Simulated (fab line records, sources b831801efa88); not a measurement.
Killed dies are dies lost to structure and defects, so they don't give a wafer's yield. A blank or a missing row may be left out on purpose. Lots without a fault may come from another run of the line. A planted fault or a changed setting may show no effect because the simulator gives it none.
Which tool did it? | flow sky130 | 6 lots, 18 wafers sampled, at 2 steps of a route of 708

WHAT THE GAUGES READ, wafer by wafer
SKY_VIA4_THK_MEAS_01.
lot  | measured     | on            | VIA4_HDPCVD_THK (nm)
L884 | day 42 09:13 | film_metro-03 | 1730 1714 1739
L886 | day 42 10:41 | film_metro-02 | 1770 1773 1773
L893 | day 44 14:34 | film_metro-02 | 1751 1737 1752
L898 | day 45 17:43 | film_metro-03 | 1782 1766 1753
L900 | day 46 07:25 | film_metro-04 | 1803 1779 1784
L903 | day 47 07:33 | film_metro-03 | 1725 1756 1735

WHICH TOOL RAN EACH LOT (tool, then ch and the chambers of the sampled wafers, then the start)
lot  | SKY_NWELL_CLEAN_27
L884 | wet_bench-03 ch 3, day 5 15:23
L886 | wet_bench-03 ch 3, day 6 00:29
L893 | wet_bench-02 ch 3, day 7 22:32
L898 | wet_bench-03 ch 3, day 9 02:20
L900 | wet_bench-03 ch 3, day 9 13:53
L903 | wet_bench-02 ch 1, day 10 12:56
- SKY_NWELL_CLEAN_27: cleans in SC1/SC2, time 150 s.

THE ANSWER, worked out from the rows above alone
Rule: what is usual is taken from the lots themselves. Put in order of their means at a reading, lots are off if they are a third of the lots or fewer, leave a main group of 4 or more, and stand apart from it by a gap of 3 or more times the standard deviation of the main group's means; of several such gaps the widest counts. A main group whose means are all the same, to the digits that the tables above print for the reading, isn't used. A lot without any number at a reading at which 4 lots or more have one is off too. The other lots that the step has rows for count as sound.
No lot is off at any reading shown: from this, nothing can be told.

WHAT THE SIMULATOR HAD PUT IN
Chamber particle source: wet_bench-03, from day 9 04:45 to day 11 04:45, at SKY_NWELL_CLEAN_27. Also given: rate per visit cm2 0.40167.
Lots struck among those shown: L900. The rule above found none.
